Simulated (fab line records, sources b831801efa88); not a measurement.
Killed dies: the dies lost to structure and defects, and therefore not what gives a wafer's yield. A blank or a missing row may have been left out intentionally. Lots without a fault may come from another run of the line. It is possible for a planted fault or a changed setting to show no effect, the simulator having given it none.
Problem report in the 8D (eight disciplines) form, filled by code || flow gf180mcu || the parts of the form that need people (team, actions taken, sign-off) are left out

## 1. WHAT WENT WRONG
Across 6 wafers from 2 lots, PSD_TW at GF_PSD_TW_MEAS_11 averages 2992, while fault-free wafers read 3170 with a standard deviation of 19. Measured from the usual mean, that is -9.4 standard deviations.
First observed at day 18 17:55: wafer L961.4, on film_metro-03. At this step, 33 wafers from 11 lots have a number in the record. Rule for "out" (also "out of limits"): further than 4 standard deviations from the usual mean. The rest of the wafers with a number are treated as sound.

## 2. WHAT IT IS AND WHAT IT IS NOT
{"question": "which readings at this step", "is": "PSD_TW", "is not": "-"}
{"question": "which lots", "is": "L961, L962", "is not": "L949, L953, L954, L955, L957, L958, L965, L967, L970"}
{"question": "which wafers of those lots", "is": "all that have a number", "is not": "-"}
{"question": "read on which gauges", "is": "film_metro-02, film_metro-03", "is not": "film_metro-01"}
{"question": "when", "is": "from day 18 17:55", "is not": "up to then (18 sound wafers); but 9 sound wafers of L965, L967, L970 came after"}

## 3. THE SUSPECTS, EACH WITH WHAT RULES IT OUT
Counting: a tool at any process step up to the reading remains a suspect when it ran all the lots that are out and ran no sound lot after the first of those.
- the gauge at GF_PSD_TW_MEAS_11 is ruled out. The wafers that are out were read on 2 gauges (film_metro-02, film_metro-03).
- implanter-04 at GF_PSD_IMPLANT_09: kept. It processed each lot that is out, first L961 at day 18 17:43, and no sound lot thereafter; up to then, the last sound lot it processed was L958 at day 17 18:35. On those wafers its own readings are out: beam_on_s, faraday_current_uA.
Left after counting: implanter-04 at GF_PSD_IMPLANT_09.

## 4. THE CAUSE (what the simulator had put in)
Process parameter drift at GF_PSD_IMPLANT_09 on implanter-04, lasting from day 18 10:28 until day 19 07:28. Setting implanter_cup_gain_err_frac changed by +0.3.
Counting left only this tool.

## 5. SEQUENCE OF EFFECTS, ordered by route
Each row: a reading where the mean over the struck wafers with a number is more than 3 standard deviations away from the usual. Scope: only readings with a usual standard deviation given in the record; hours: median across lots of the time from each lot's start at the first step in this table that gives one to its start at this step; sigmas: change in usual standard deviations.
{"hours": 0, "step": "GF_PSD_IMPLANT_09", "reading": "beam_on_s", "usual": "10.00 s", "on struck wafers": 7.75, "change": -2.25, "sigmas": -12}
{"hours": 0, "step": "GF_PSD_IMPLANT_09", "reading": "faraday_current_uA", "usual": 8251, "on struck wafers": 10638, "change": "+2387", "sigmas": "+15"}
{"hours": 0, "step": "GF_PSD_STRIP_10", "reading": "oes_product_au", "usual": "0.593 a.u.", "on struck wafers": 0.612, "change": "+0.019", "sigmas": "+4.3"}
{"hours": 0, "step": "GF_PSD_STRIP_10", "reading": "strip_time_to_endpoint_s", "usual": "16.53 s", "on struck wafers": 15.69, "change": -0.84, "sigmas": -23}
{"hours": 0, "step": "GF_PSD_TW_MEAS_11", "reading": "PSD_TW", "usual": 3170, "on struck wafers": 2992, "change": -178, "sigmas": -9.4}
{"hours": 1, "step": "GF_PSD_RS_MEAS_15", "reading": "PSD_RS", "usual": "108.43 ohm/sq", "on struck wafers": 122.84, "change": "+14.41", "sigmas": "+53"}
Its process steps:
- GF_PSD_IMPLANT_09
- GF_PSD_STRIP_10: strips in O2/N2.
At these later measuring or inspecting steps, every struck wafer for which the step has a row has a number for every such reading, and none has moved that far: GF_MIM_THK_MEAS_06.

## 6. WHAT WOULD HAVE CAUGHT IT SOONER
The first out-of-limits reading at a measuring or inspecting step in this record came at day 18 17:55, 7 hours after the fault's start at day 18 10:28.
The tool's own readings at GF_PSD_IMPLANT_09 were out on every struck wafer that the step has a row for (beam_on_s, faraday_current_uA): an alarm limit on them would have fired on the first of those.
Among the 2 lots that are out, L962 began GF_PSD_IMPLANT_09 on implanter-04 after day 18 17:55. It would have been spared by a hold on the tool at that moment.
